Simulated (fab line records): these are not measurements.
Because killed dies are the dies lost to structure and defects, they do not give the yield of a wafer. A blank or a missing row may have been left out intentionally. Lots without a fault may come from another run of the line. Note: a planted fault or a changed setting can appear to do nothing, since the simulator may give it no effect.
fab line records -- flow sky130
[record] lots = 5, wafers = 15, lastDay = 50
route steps=708 shown NWELL@61 PWDE@84 VT_ADJUST_HVTP@85 VT_ADJUST_LVTN@97 PAD_OPEN@708
lots untouched by any fault: they come from a run of this same line in which no faults occurred
startH: the number of hours between the record's first day and the start of the first shown wafer of the lot -- waitH: how many hours have passed since the lot's step before this one -- " as in the row above -- L1.1+2: a row that stands for several wafers -- - either no value or no given start -- * or withheld: withheld -- < > ~ a bound
route shown NAME@n: names a module that has steps shown in the file, with the first one's number in the route -- usual: mean/standard deviation of fault-free wafers -- same: alike in all rows -- chamber/n: place in a boat -- sites: readings site by site -- _std_site: standard deviation of those values -- _edge_site: the outer-site mean with the inner-site mean subtracted -- radiusMm: for every site, how far away it sits from the centre of the wafer -- mask NAME#n: copy n -- behind: the last tool/chamber to shape the wafer -- hold: the reason the lot was held/the length of the hold in hours/how it ended -- device: whichever transistor did not switch (one of n, p or np) -- end of line: the route-end tests of the same wafers -- for a step that has no rows: nothing shown but its recipe -- killed: at the first sort, the dies lost to defects and structure; wafer yield is something else -- map: dies across one wafer; x = killed, . = not, _ = none there
set.NAME: the setting that was run; set.NAME@STEP: the one run at that earlier step -- model.NAME: the simulator's own value behind a step, which no gauge read
certain route steps with their lots: each step a table, each wafer a row
services: when a tool's chamber went out of use (startH, in hours from the record's first day, below 0 if earlier), for how many hours, and the reason
[[steps]]
[step SKY_NWELL_PEB_08]
[recipe] tempC = 115, timeS = withheld
[step SKY_NWELL_DEVELOP_09]
[recipe] wallAngleDeg = 90, developer = TMAH, developTimeS = 60, devTempC = 23
[step SKY_NWELL_OVL_MEAS_10]
[usual] NWELL_00_OVL = -0.6/1.4
lot.wafer,tool,chamber,startH,waitH,NWELL_00_OVL[nm]
L663.1,overlay-02,-,86.28,-,-0.9
L663.2,overlay-02,-,86.28,-,-2.9
L663.3,overlay-02,-,86.28,-,0.6
L665.1,overlay-01,-,99.58,-,-2.4
L665.2,overlay-01,-,99.58,-,-1.9
L665.5,overlay-01,-,99.58,-,-2.2
L667.3,overlay-01,-,108.04,-,1.0
L667.5,overlay-01,-,108.04,-,0.1
L667.6,overlay-01,-,108.04,-,-0.7
L679.2,overlay-01,-,185.99,-,-1.9
L679.3,overlay-01,-,185.99,-,-2.5
L679.4,overlay-01,-,185.99,-,-1.8
L686.2,overlay-01,-,225.34,-,-0.2
L686.4,overlay-01,-,225.34,-,-1.3
L686.6,overlay-01,-,225.34,-,-1.3
[step SKY_NWELL_IMPLANT_11]
[recipe] species = P, energyKev = 400, doseCm2 = 1.943e+13, tiltDeg = withheld
[step SKY_NWELL_IMPLANT_12]
[recipe] species = P, energyKev = 120, doseCm2 = 1.3e+12, tiltDeg = withheld
[step SKY_NWELL_IMPLANT_13]
[recipe] species = P, energyKev = 50, doseCm2 = 7e+11, tiltDeg = withheld
[step SKY_NWELL_STRIP_14]
[recipe] chemistry = O2/N2, powerW = 1400, pressureMtorr = 1500, platenTempC = withheld, o2FlowSccm = 3000, n2FlowSccm = 300, overashFraction = 0.5
[usual] drypumpMotorCurrentA = 5.9/0.51, o2FlowSccm = 3002/8.5, oesProductAu = 0.723/0.0053, stripTimeToEndpointS = 36.98/0.094
lot.wafer,tool,chamber,startH,waitH,drypumpMotorCurrentA,o2FlowSccm,oesProductAu,rfHoursCounterH,stripTimeToEndpointS
L663.1,plasmaAsher-04,1,86.76,0.1,5.2,3009,0.719,43,37.02
L663.2,plasmaAsher-04,0,86.76,0.1,6.1,3008,0.722,43,37.00
L663.3,plasmaAsher-04,1,86.76,0.1,5.1,2999,0.716,-,36.97
L665.1,plasmaAsher-03,0,100.06,0.1,5.5,2992,0.732,23,37.00
L665.2,plasmaAsher-03,1,100.06,0.1,6.5,2989,0.732,23,36.98
L665.5,plasmaAsher-03,0,100.06,0.1,5.5,3009,0.723,-,36.95
L667.3,plasmaAsher-03,0,108.55,0.1,5.5,2993,0.729,-,37.02
L667.5,plasmaAsher-03,0,108.55,0.1,5.5,3000,0.726,-,37.00
L667.6,plasmaAsher-03,1,108.55,0.1,6.5,2995,0.725,-,37.03
L679.2,plasmaAsher-03,0,186.47,0.1,5.5,3002,0.732,29,37.04
L679.3,plasmaAsher-03,1,186.47,0.1,6.5,3013,0.715,-,37.08
L679.4,plasmaAsher-03,0,186.47,0.1,5.5,3002,0.717,-,37.15
L686.2,plasmaAsher-03,0,225.82,0.1,5.5,3009,0.722,33,36.94
L686.4,plasmaAsher-03,0,225.82,0.1,5.5,3019,0.717,-,36.86
L686.6,plasmaAsher-03,0,225.82,0.1,5.5,3004,0.729,-,36.91
[step SKY_NWELL_TW_MEAS_15]
[usual] NWELL_TW = 1831/12
lot.wafer,tool,chamber,startH,waitH,NWELL_TW
L663.1,filmMetro-01,-,86.86,0.1,1822
L663.2,filmMetro-01,-,86.86,0.1,1815
L663.3,filmMetro-01,-,86.86,0.1,1834
L665.1,filmMetro-04,-,100.16,0.1,1844
L665.2,filmMetro-04,-,100.16,0.1,1846
L665.5,filmMetro-04,-,100.16,0.1,1849
L667.3,filmMetro-01,-,108.63,0.1,1824
L667.5,filmMetro-01,-,108.63,0.1,1813
L667.6,filmMetro-01,-,108.63,0.1,1822
L679.2,filmMetro-03,-,186.58,0.1,1831
L679.3,filmMetro-03,-,186.58,0.1,1827
L679.4,filmMetro-03,-,186.58,0.1,1827
L686.2,filmMetro-01,-,225.93,0.1,1831
L686.4,filmMetro-01,-,225.93,0.1,1826
L686.6,filmMetro-01,-,225.93,0.1,1819
[step SKY_NWELL_DEHYDRATE_16]
[recipe] tempC = 200, timeS = 60
[step SKY_NWELL_HMDS_17]
[recipe] primeTimeS = 60, primeTempC = 120
[step SKY_NWELL_COAT_18]
[recipe] spinRpm = 2000, resistThkNm = 3000
[step SKY_NWELL_SOFTBAKE_19]
[recipe] tempC = 110, timeS = withheld
[step SKY_NWELL_EXPOSE_20]
[recipe] maskId = NWM_COMPLEMENT, na = 0.6, sourceShape = conventional, sigmaOuter = 0.6, polarization = unpolarized, targetCdNm = 840, doseMj = 260
[usual] exposureDoseMJCm2 = 260.03/0.26
lot.wafer,tool,chamber,startH,waitH,mask,exposureDoseMJCm2
L663.1,ilineStepper-01,0,95.18,-,NWM_COMPLEMENT#0,259.57
L663.2,ilineStepper-01,0,95.18,-,NWM_COMPLEMENT#0,259.98
L663.3,ilineStepper-01,0,95.18,-,NWM_COMPLEMENT#0,259.72
L665.1,ilineStepper-02,0,109.46,-,NWM_COMPLEMENT#0,260.64
L665.2,ilineStepper-02,0,109.46,-,NWM_COMPLEMENT#0,260.23
L665.5,ilineStepper-02,0,109.46,-,NWM_COMPLEMENT#0,260.49
L667.3,ilineStepper-01,0,118.10,-,NWM_COMPLEMENT#0,259.87
L667.5,ilineStepper-01,0,118.10,-,NWM_COMPLEMENT#0,260.14
L667.6,ilineStepper-01,0,118.10,-,NWM_COMPLEMENT#0,260.32
L679.2,ilineStepper-02,0,197.41,-,NWM_COMPLEMENT#0,259.57
L679.3,ilineStepper-02,0,197.41,-,NWM_COMPLEMENT#0,259.72
L679.4,ilineStepper-02,0,197.41,-,NWM_COMPLEMENT#0,259.60
L686.2,ilineStepper-01,0,238.05,-,NWM_COMPLEMENT#0,259.92
L686.4,ilineStepper-01,0,238.05,-,NWM_COMPLEMENT#0,260.07
L686.6,ilineStepper-01,0,238.05,-,NWM_COMPLEMENT#0,259.83
[step SKY_NWELL_PEB_21]
[recipe] tempC = 115, timeS = withheld
[step SKY_NWELL_DEVELOP_22]
[recipe] wallAngleDeg = 90, developer = TMAH, developTimeS = 60, devTempC = 23
[step SKY_NWELL_OVL_MEAS_23]
[usual] NWELL_01_OVL = 0.1/1.6
lot.wafer,tool,chamber,startH,waitH,NWELL_01_OVL[nm]
L663.1,overlay-02,-,103.85,-,-0.5
L663.2,overlay-02,-,103.85,-,0.5
L663.3,overlay-02,-,103.85,-,-1.2
L665.1,overlay-01,-,118.64,-,-0.7
L665.2,overlay-01,-,118.64,-,-0.1
L665.5,overlay-01,-,118.64,-,-0.1
L667.3,overlay-02,-,127.26,-,1.2
L667.5,overlay-02,-,127.26,-,-0.5
L667.6,overlay-02,-,127.26,-,-0.4
L679.2,overlay-01,-,208.18,-,1.0
L679.3,overlay-01,-,208.18,-,1.2
L679.4,overlay-01,-,208.18,-,1.1
L686.2,overlay-02,-,248.93,-,0.0
L686.4,overlay-02,-,248.93,-,1.2
L686.6,overlay-02,-,248.93,-,0.7
[step SKY_NWELL_IMPLANT_24]
[recipe] species = B, energyKev = 140, doseCm2 = 9.2e+12, tiltDeg = withheld
[step SKY_NWELL_STRIP_25]
[recipe] chemistry = O2/N2, powerW = 1400, pressureMtorr = 1500, platenTempC = withheld, o2FlowSccm = 3000, n2FlowSccm = 300, overashFraction = 0.5
[usual] drypumpMotorCurrentA = 5.9/0.52, o2FlowSccm = 3002/8.8, oesProductAu = 0.722/0.0044, stripTimeToEndpointS = 36.97/0.1
lot.wafer,tool,chamber,startH,waitH,drypumpMotorCurrentA,o2FlowSccm,oesProductAu,rfHoursCounterH,stripTimeToEndpointS
L663.1,plasmaAsher-03,1,104.04,0.1,6.5,2994,0.725,23,37.11
L663.2,plasmaAsher-03,0,104.04,0.1,5.5,3023,0.720,23,37.06
L663.3,plasmaAsher-03,1,104.04,0.1,6.5,3003,0.725,-,37.12
L665.1,plasmaAsher-03,1,118.82,0.1,6.5,3001,0.719,24,36.93
L665.2,plasmaAsher-03,0,118.82,0.1,5.5,2992,0.724,24,36.96
L665.5,plasmaAsher-03,0,118.82,0.1,5.5,2999,0.722,-,36.90
L667.3,plasmaAsher-03,0,127.47,0.1,5.5,2988,0.723,-,37.04
L667.5,plasmaAsher-03,1,127.47,0.1,6.5,2990,0.727,-,37.19
L667.6,plasmaAsher-03,0,127.47,0.1,5.5,2980,0.717,-,37.08
L679.2,plasmaAsher-03,1,208.36,0.1,6.5,2997,0.721,31,36.90
L679.3,plasmaAsher-03,0,208.36,0.1,5.5,3008,0.720,-,36.87
L679.4,plasmaAsher-03,1,208.36,0.1,6.5,3007,0.730,-,36.87
L686.2,plasmaAsher-04,0,249.11,0.1,6.2,3002,0.731,60,36.93
L686.4,plasmaAsher-04,0,249.11,0.1,6.1,2996,0.718,-,36.90
L686.6,plasmaAsher-04,0,249.11,0.1,6.2,3000,0.729,-,36.88
[step SKY_NWELL_TW_MEAS_26]
[usual] NWELL_2_TW = 496/3.4
lot.wafer,tool,chamber,startH,waitH,NWELL_2_TW
L663.1,filmMetro-04,-,104.14,0.1,501
L663.2,filmMetro-04,-,104.14,0.1,501
L663.3,filmMetro-04,-,104.14,0.1,501
L665.1,filmMetro-01,-,118.92,0.1,492
L665.2,filmMetro-01,-,118.92,0.1,493
L665.5,filmMetro-01,-,118.92,0.1,494
L667.3,filmMetro-01,-,127.56,0.1,493
L667.5,filmMetro-01,-,127.56,0.1,494
L667.6,filmMetro-01,-,127.56,0.1,495
L679.2,filmMetro-04,-,208.47,0.1,501
L679.3,filmMetro-04,-,208.47,0.1,504
L679.4,filmMetro-04,-,208.47,0.1,499
L686.2,filmMetro-03,-,249.22,0.1,496
L686.4,filmMetro-03,-,249.22,0.1,498
L686.6,filmMetro-03,-,249.22,0.1,497
[step SKY_NWELL_CLEAN_27]
[recipe] chemistry = SC1/SC2, mix = 1:4:20, tempC = 70, timeS = 150, dry = n2Spin
[step SKY_NWELL_RTA_28]
[recipe] tempC = 1050, timeS = 30, idleTempC = 650, rampUpCPerS = 150, rampDownCPerS = 90, ambient = N2
[usual] lampPowerPct = 25.29/0.06, wafer_temp_C_max = 1054.8/0.93
lot.wafer,tool,chamber,startH,waitH,lampPowerPct,wafer_temp_C_max
L663.1,rtpAnneal-02,0,104.25,0.0,25.37,1053.3
L663.2,rtpAnneal-02,0,104.25,0.0,25.30,1055.2
L663.3,rtpAnneal-02,0,104.25,0.0,25.30,1054.9
L665.1,rtpAnneal-01,0,119.03,0.0,25.26,1054.9
L665.2,rtpAnneal-01,0,119.03,0.0,25.34,1055.1
L665.5,rtpAnneal-01,0,119.03,0.0,25.26,1054.7
L667.3,rtpAnneal-02,0,127.68,0.0,25.38,1054.7
L667.5,rtpAnneal-02,0,127.68,0.0,25.18,1054.3
L667.6,rtpAnneal-02,0,127.68,0.0,25.28,1055.6
L679.2,rtpAnneal-02,0,208.59,0.0,25.22,1054.9
L679.3,rtpAnneal-02,0,208.59,0.0,25.25,1053.7
L679.4,rtpAnneal-02,0,208.59,0.0,25.36,1056.2
L686.2,rtpAnneal-01,0,249.34,0.0,25.28,1055.5
L686.4,rtpAnneal-01,0,249.34,0.0,25.38,1053.9
L686.6,rtpAnneal-01,0,249.34,0.0,25.27,1054.0
[step SKY_NWELL_RS_MEAS_29]
[recipe] thkMeasGauge = four-point-probe
[usual] NWELL_RS = 617.3/1.4
lot.wafer,tool,chamber,startH,waitH,NWELL_RS[ohm/sq]
L663.1,filmMetro-04,-,104.35,0.1,616.5
L663.2,filmMetro-04,-,104.35,0.1,618.2
L663.3,filmMetro-04,-,104.35,0.1,618.0
L665.1,filmMetro-01,-,119.13,0.1,618.0
L665.2,filmMetro-01,-,119.13,0.1,620.2
L665.5,filmMetro-01,-,119.13,0.1,619.2
L667.3,filmMetro-03,-,127.79,0.1,617.1
L667.5,filmMetro-03,-,127.79,0.1,618.8
L667.6,filmMetro-03,-,127.79,0.1,618.6
L679.2,filmMetro-01,-,208.69,0.1,619.2
L679.3,filmMetro-01,-,208.69,0.1,617.1
L679.4,filmMetro-01,-,208.69,0.1,618.6
L686.2,filmMetro-01,-,249.45,0.1,617.8
L686.4,filmMetro-01,-,249.45,0.1,615.4
L686.6,filmMetro-01,-,249.45,0.1,618.0
[step SKY_NWELL_RS_MEAS_31]
[recipe] thkMeasGauge = four-point-probe
[usual] PWDE_RS = 5275/18
lot.wafer,tool,chamber,startH,waitH,PWDE_RS[ohm/sq]
L663.1,filmMetro-04,-,104.59,0.1,5280
L663.2,filmMetro-04,-,104.59,0.1,5284
L663.3,filmMetro-04,-,104.59,0.1,5271
L665.1,filmMetro-01,-,119.37,0.1,5269
L665.2,filmMetro-01,-,119.37,0.1,5267
L665.5,filmMetro-01,-,119.37,0.1,5256
L667.3,filmMetro-03,-,128.03,0.1,5288
L667.5,filmMetro-03,-,128.03,0.1,5275
L667.6,filmMetro-03,-,128.03,0.1,5294
L679.2,filmMetro-01,-,208.93,0.1,5283
L679.3,filmMetro-01,-,208.93,0.1,5277
L679.4,filmMetro-01,-,208.93,0.1,5295
L686.2,filmMetro-01,-,249.69,0.1,5247
L686.4,filmMetro-01,-,249.69,0.1,5250
L686.6,filmMetro-01,-,249.69,0.1,5258
[step SKY_VT_ADJUST_HVTP_DEHYDRATE_00]
[recipe] tempC = 200, timeS = 60
[step SKY_VT_ADJUST_HVTP_HMDS_01]
[recipe] primeTimeS = 60, primeTempC = 120
[step SKY_VT_ADJUST_HVTP_COAT_02]
[recipe] resist = NOVOLAK, spinRpm = 3000, resistThkNm = 1140
[step SKY_VT_ADJUST_HVTP_SOFTBAKE_03]
[recipe] tempC = 90, timeS = 60, resist = NOVOLAK
[step SKY_VT_ADJUST_HVTP_EXPOSE_04]
[recipe] maskId = HVTPM, na = 0.6, sourceShape = conventional, sigmaOuter = 0.6, polarization = unpolarized, targetCdNm = 380, doseMj = 140
[step SKY_VT_ADJUST_HVTP_PEB_05]
[recipe] tempC = withheld, timeS = *, resist = NOVOLAK
[step SKY_VT_ADJUST_HVTP_DEVELOP_06]
[recipe] resist = NOVOLAK, developer = TMAH, developTimeS = 60, devTempC = 23
[step SKY_VT_ADJUST_HVTP_CD_MEAS_07]
[recipe] targetCdNm = 380
[usual] cdNm = 379.9/2.3
lot.wafer,tool,chamber,startH,waitH,cdNm
L663.1,cdSem-02,-,122.52,0.1,379.4
L663.2,cdSem-02,-,122.52,0.1,380.2
L663.3,cdSem-02,-,122.52,0.1,376.3
L665.1,cdSem-01,-,136.69,0.1,377.8
L665.2,cdSem-01,-,136.69,0.1,379.8
L665.5,cdSem-01,-,136.69,0.1,377.7
L667.3,cdSem-01,-,145.04,0.1,378.1
L667.5,cdSem-01,-,145.04,0.1,378.4
L667.6,cdSem-01,-,145.04,0.1,379.3
L679.2,cdSem-02,-,230.64,0.1,379.0
L679.3,cdSem-02,-,230.64,0.1,378.6
L679.4,cdSem-02,-,230.64,0.1,379.6
L686.2,cdSem-02,-,272.27,0.1,384.2
L686.4,cdSem-02,-,272.27,0.1,383.1
L686.6,cdSem-02,-,272.27,0.1,384.5
[step SKY_VT_ADJUST_HVTP_OVL_MEAS_08]
[usual] VT_ADJUST_HVTP_OVL = 1.0/1.4
lot.wafer,tool,chamber,startH,waitH,VT_ADJUST_HVTP_OVL[nm]
L663.1,overlay-02,-,122.64,0.1,1.5
L663.2,overlay-02,-,122.64,0.1,1.3
L663.3,overlay-02,-,122.64,0.1,0.9
L665.1,overlay-02,-,136.81,0.1,0.1
L665.2,overlay-02,-,136.81,0.1,-0.7
L665.5,overlay-02,-,136.81,0.1,1.6
L667.3,overlay-02,-,145.13,0.1,0.6
L667.5,overlay-02,-,145.13,0.1,1.8
L667.6,overlay-02,-,145.13,0.1,-1.3
L679.2,overlay-02,-,230.75,0.1,3.5
L679.3,overlay-02,-,230.75,0.1,3.2
L679.4,overlay-02,-,230.75,0.1,2.8
L686.2,overlay-02,-,272.38,0.1,-0.6
L686.4,overlay-02,-,272.38,0.1,1.1
L686.6,overlay-02,-,272.38,0.1,0.1
[step SKY_VT_ADJUST_HVTP_IMPLANT_09]
[recipe] species = As, energyKev = 150, doseCm2 = 4.3e+12, tiltDeg = withheld
[step SKY_VT_ADJUST_HVTP_STRIP_10]
[recipe] chemistry = O2/N2, powerW = 1400, pressureMtorr = 1500, platenTempC = withheld, o2FlowSccm = 3000, n2FlowSccm = 300, overashFraction = 0.5
[usual] drypumpMotorCurrentA = 5.9/0.51, o2FlowSccm = 3000/8.5, oesProductAu = 0.716/0.0044, stripTimeToEndpointS = 14.18/0.035
lot.wafer,tool,chamber,startH,waitH,drypumpMotorCurrentA,o2FlowSccm,oesProductAu,rfHoursCounterH,stripTimeToEndpointS
L663.1,plasmaAsher-02,1,122.84,0.1,6.5,2981,0.712,45,14.24
L663.2,plasmaAsher-02,0,122.84,0.1,5.4,3004,0.715,45,14.18
L663.3,plasmaAsher-02,0,122.84,0.1,5.4,2997,0.711,-,14.24
L665.1,plasmaAsher-02,0,136.99,0.1,5.4,2994,0.720,46,14.14
L665.2,plasmaAsher-02,1,136.99,0.1,6.4,2985,0.716,46,14.18
L665.5,plasmaAsher-02,0,136.99,0.1,5.4,3009,0.716,-,14.18
L667.3,plasmaAsher-02,0,145.34,0.1,5.4,2975,0.714,-,14.21
L667.5,plasmaAsher-02,1,145.34,0.1,6.5,3016,0.716,-,14.17
L667.6,plasmaAsher-02,0,145.34,0.1,5.4,3008,0.722,-,14.18
L679.2,plasmaAsher-04,1,230.93,0.1,5.1,2995,0.717,58,14.19
L679.3,plasmaAsher-04,0,230.93,0.1,6.2,3000,0.709,-,14.18
L679.4,plasmaAsher-04,1,230.93,0.1,5.2,3006,0.715,-,14.17
L686.2,plasmaAsher-01,0,272.56,0.1,5.5,3010,0.713,16,14.20
L686.4,plasmaAsher-01,0,272.56,0.1,5.5,3000,0.710,-,14.24
L686.6,plasmaAsher-01,0,272.56,0.1,5.5,3013,0.720,-,14.23
[step SKY_VT_ADJUST_HVTP_TW_MEAS_11]
[usual] VT_ADJUST_HVTP_TW = 1343/15
lot.wafer,tool,chamber,startH,waitH,VT_ADJUST_HVTP_TW
L663.1,filmMetro-02,-,122.94,0.1,1329
L663.2,filmMetro-02,-,122.94,0.1,1332
L663.3,filmMetro-02,-,122.94,0.1,1331
L665.1,filmMetro-01,-,137.10,0.1,1348
L665.2,filmMetro-01,-,137.10,0.1,1350
L665.5,filmMetro-01,-,137.10,0.1,1348
L667.3,filmMetro-02,-,145.43,0.1,1331
L667.5,filmMetro-02,-,145.43,0.1,1331
L667.6,filmMetro-02,-,145.43,0.1,1335
L679.2,filmMetro-02,-,231.04,0.1,1329
L679.3,filmMetro-02,-,231.04,0.1,1335
L679.4,filmMetro-02,-,231.04,0.1,1328
L686.2,filmMetro-04,-,272.67,0.1,1357
L686.4,filmMetro-04,-,272.67,0.1,1361
L686.6,filmMetro-04,-,272.67,0.1,1363
[step SKY_VT_ADJUST_LVTN_DEHYDRATE_00]
[recipe] tempC = 200, timeS = 60
[step SKY_VT_ADJUST_LVTN_HMDS_01]
[recipe] primeTimeS = 60, primeTempC = 120
[step SKY_VT_ADJUST_LVTN_COAT_02]
[recipe] spinRpm = 2000, resistThkNm = 3000
[step SKY_VT_ADJUST_LVTN_SOFTBAKE_03]
[recipe] tempC = 111, timeS = withheld
[step SKY_VT_ADJUST_LVTN_EXPOSE_04]
[recipe] maskId = NWM_COMPLEMENT_LESS_NATIVE, na = 0.6, sourceShape = conventional, sigmaOuter = 0.6, polarization = unpolarized, targetCdNm = 840, doseMj = 194
[step SKY_VT_ADJUST_LVTN_PEB_05]
[recipe] tempC = 115, timeS = withheld
[step SKY_PAD_OPEN_PROBE_99]
[usual] killed_at_M0_to_M3 = 43/5.9, killed_at_M4_up = 3.3/1.9, killedAtContacts = 24/5.6, killedAtFrontEnd = 15/4.1, killedAtOther = 0.4/0.66, killedDies = 86/9, killedOpen = 47/6.9, killedShort = 39/6.2
[same] grossDies = 492, killedAtBackSide = 0
lot.wafer,tool,chamber,startH,waitH,killed_at_M0_to_M3,killed_at_M4_up,killedAtContacts,killedAtFrontEnd,killedAtOther,killedDies,killedOpen,killedShort,model.etest.resIsoPwell.widthNm
L663.1,prober-01,-,1079.35,0.1,36,2,16,23,0,77,42,35,2646
L663.2,prober-01,-,1079.40,0.1,39,3,21,19,1,83,39,44,2634
L663.3,prober-01,-,1079.45,0.2,48,5,28,21,0,102,56,46,2609
L665.1,prober-01,-,1087.00,0.1,37,3,26,18,1,85,49,35,2662
L665.2,prober-01,-,1087.05,0.1,48,3,26,19,3,99,45,51,2638
L665.5,prober-01,-,1087.20,0.2,43,3,21,18,1,86,40,42,2654
L667.3,prober-01,-,1096.63,0.2,52,1,25,13,1,92,52,40,2675
L667.5,prober-01,-,1096.73,0.2,39,5,17,20,0,81,43,38,2669
L667.6,prober-01,-,1096.78,0.2,51,3,27,12,0,93,47,46,2692
L679.2,prober-01,-,1167.92,0.1,46,6,25,15,0,92,48,44,2646
L679.3,prober-01,-,1167.97,0.2,47,0,32,20,0,99,56,43,2633
L679.4,prober-01,-,1168.02,0.2,37,8,32,13,0,90,46,44,2648
L686.2,prober-01,-,1200.40,0.1,35,3,19,11,0,68,40,28,2642
L686.4,prober-01,-,1200.50,0.2,41,2,22,13,0,78,46,32,2642
L686.6,prober-01,-,1200.60,0.2,40,1,24,15,0,80,41,39,2629
// killed by level:class
L663.1 VIA1:geometricParticle:open=10 POLY_GATE:geometricParticle:open=7 VIA1:geometricParticle:short=6 LI_CONTACT:geometricParticle:open=5 VIA3:geometricParticle:open=5 POLY_GATE:geometricParticle:short=4 CONTACT:geometricParticle:open=4 FIELD_ISO:geometricParticle:open=3
L663.2 VIA1:geometricParticle:short=9 CONTACT:geometricParticle:open=9 VIA3:geometricParticle:open=7 METAL2:geometricParticle:short=6 VIA2:geometricParticle:open=5 METAL1:geometricParticle:short=4 FIELD_ISO:geometricParticle:open=3 CONTACT:geometricParticle:short=3
L663.3 VIA1:geometricParticle:open=15 LI_CONTACT:geometricParticle:open=10 METAL1:geometricParticle:short=7 VIA1:geometricParticle:short=7 VIA3:geometricParticle:open=7 FIELD_ISO:geometricParticle:short=6 POLY_GATE:geometricParticle:short=6 CONTACT:geometricParticle:open=6
L665.1 CONTACT:geometricParticle:open=10 VIA1:geometricParticle:open=7 FIELD_ISO:geometricParticle:open=6 LI_CONTACT:geometricParticle:open=6 METAL2:geometricParticle:short=5 VIA2:geometricParticle:open=5 LOCAL_INTERCONNECT:geometricParticle:short=4 VIA2:geometricParticle:short=4
L665.2 CONTACT:geometricParticle:open=15 METAL2:geometricParticle:short=11 FIELD_ISO:geometricParticle:short=9 VIA1:geometricParticle:open=7 VIA2:geometricParticle:open=7 VIA3:geometricParticle:open=6 CONTACT:geometricParticle:short=5 METAL3:geometricParticle:short=5
L665.5 CONTACT:geometricParticle:open=9 METAL2:geometricParticle:short=9 VIA1:geometricParticle:short=6 VIA2:geometricParticle:open=6 CONTACT:geometricParticle:short=5 VIA1:geometricParticle:open=5 FIELD_ISO:geometricParticle:open=4 FIELD_ISO:geometricParticle:short=4
L667.3 CONTACT:geometricParticle:open=14 METAL1:geometricParticle:short=10 LI_CONTACT:geometricParticle:open=9 VIA2:geometricParticle:open=9 VIA1:geometricParticle:open=8 VIA1:geometricParticle:short=6 METAL3:geometricParticle:short=6 METAL2:geometricParticle:short=5
L667.5 VIA1:geometricParticle:open=14 FIELD_ISO:geometricParticle:open=6 CONTACT:geometricParticle:open=6 METAL1:geometricParticle:short=6 FIELD_ISO:geometricParticle:short=5 LI_CONTACT:geometricParticle:open=5 POLY_GATE:geometricParticle:open=4 METAL4:geometricParticle:short=4
L667.6 VIA1:geometricParticle:open=11 LI_CONTACT:geometricParticle:open=10 VIA2:geometricParticle:open=7 VIA2:geometricParticle:short=7 VIA3:geometricParticle:open=6 CONTACT:geometricParticle:short=6 CONTACT:geometricParticle:open=6 METAL1:geometricParticle:short=6
L679.2 VIA1:geometricParticle:open=11 CONTACT:geometricParticle:open=9 VIA3:geometricParticle:open=7 LI_CONTACT:geometricParticle:open=6 POLY_GATE:geometricParticle:short=6 METAL4:geometricParticle:short=6 LOCAL_INTERCONNECT:geometricParticle:short=5 METAL1:geometricParticle:short=5
L679.3 CONTACT:geometricParticle:open=10 VIA1:geometricParticle:open=9 LI_CONTACT:geometricParticle:open=9 VIA1:geometricParticle:short=8 VIA2:geometricParticle:open=8 METAL1:geometricParticle:short=6 POLY_GATE:geometricParticle:short=5 POLY_GATE:geometricParticle:open=5
L679.4 CONTACT:geometricParticle:open=14 LI_CONTACT:geometricParticle:open=8 METAL2:geometricParticle:short=7 VIA1:geometricParticle:open=7 POLY_GATE:geometricParticle:short=6 METAL4:geometricParticle:short=6 CONTACT:geometricParticle:short=5 VIA3:geometricParticle:open=5
L686.2 VIA1:geometricParticle:open=12 CONTACT:geometricParticle:open=9 LI_CONTACT:geometricParticle:open=6 FIELD_ISO:geometricParticle:short=5 VIA3:geometricParticle:open=4 FIELD_ISO:geometricParticle:open=3 METAL3:geometricParticle:short=3 VIA2:geometricParticle:short=3
L686.4 CONTACT:geometricParticle:open=13 VIA1:geometricParticle:open=7 VIA1:geometricParticle:short=5 LI_CONTACT:geometricParticle:open=5 VIA2:geometricParticle:open=5 VIA2:geometricParticle:short=5 VIA3:geometricParticle:open=5 POLY_GATE:geometricParticle:open=4
L686.6 VIA3:geometricParticle:open=8 POLY_GATE:geometricParticle:short=7 LI_CONTACT:geometricParticle:open=7 VIA1:geometricParticle:open=7 VIA2:geometricParticle:open=7 LOCAL_INTERCONNECT:geometricParticle:short=5 CONTACT:geometricParticle:open=5 LI_CONTACT:geometricParticle:short=4
[[services]]
tool,chamber,startH,hours,kind
plasmaAsher-03,-,67.44,12.2,repair
ilineStepper-02,-,86.98,14.5,repair
ilineStepper-02,-,105.03,1.7,pm
ilineStepper-01,-,105.81,1.1,repair
plasmaAsher-01,-,108.75,9.0,pm
plasmaAsher-01,0,108.75,9.0,ventCycle
plasmaAsher-01,1,108.75,9.0,ventCycle
plasmaAsher-01,0,117.75,-,clean
plasmaAsher-01,1,117.75,-,clean
plasmaAsher-04,-,147.06,3.0,repair
plasmaAsher-03,-,150.54,28.1,pm
ilineStepper-01,-,156.89,9.8,repair
rtpAnneal-01,-,161.72,2.9,pm
plasmaAsher-02,-,176.08,14.5,repair
ilineStepper-01,0,184.59,-,calibration
ilineStepper-02,0,201.87,-,calibration
ilineStepper-02,-,247.94,4.7,repair
[[key]]
firstSign none at tools or gauges
[modelEffect] step = SKY_PAD_OPEN_PROBE_99, value = etest.resIsoPwell.widthNm, without = 2660, struck = 2679
metAt SKY_NWELL_EXPOSE_20
struckWafers L667.3,L667.5,L667.6
testerLeftOut L667
onsetBetween 95.18 118.10
alsoFits SKY_VT_ADJUST_HVTP_STRIP_10:plasmaAsher-02
[fault] kind = processParameterDrift, tool = ilineStepper-01, chamber = -, onsetH = 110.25, steps = SKY_NWELL_EXPOSE_20, channel = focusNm, offset = 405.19, spreadByWafer = 0.3, shape = step, endH = 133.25
// testerLeftOut: of these lots the tester's yield and bins aren't shown, on N5 and GAA mostly nor the transistor test; their killed dies are dies lost to structure and defects alone, not to doping, threshold or leakage, so they don't give the yield
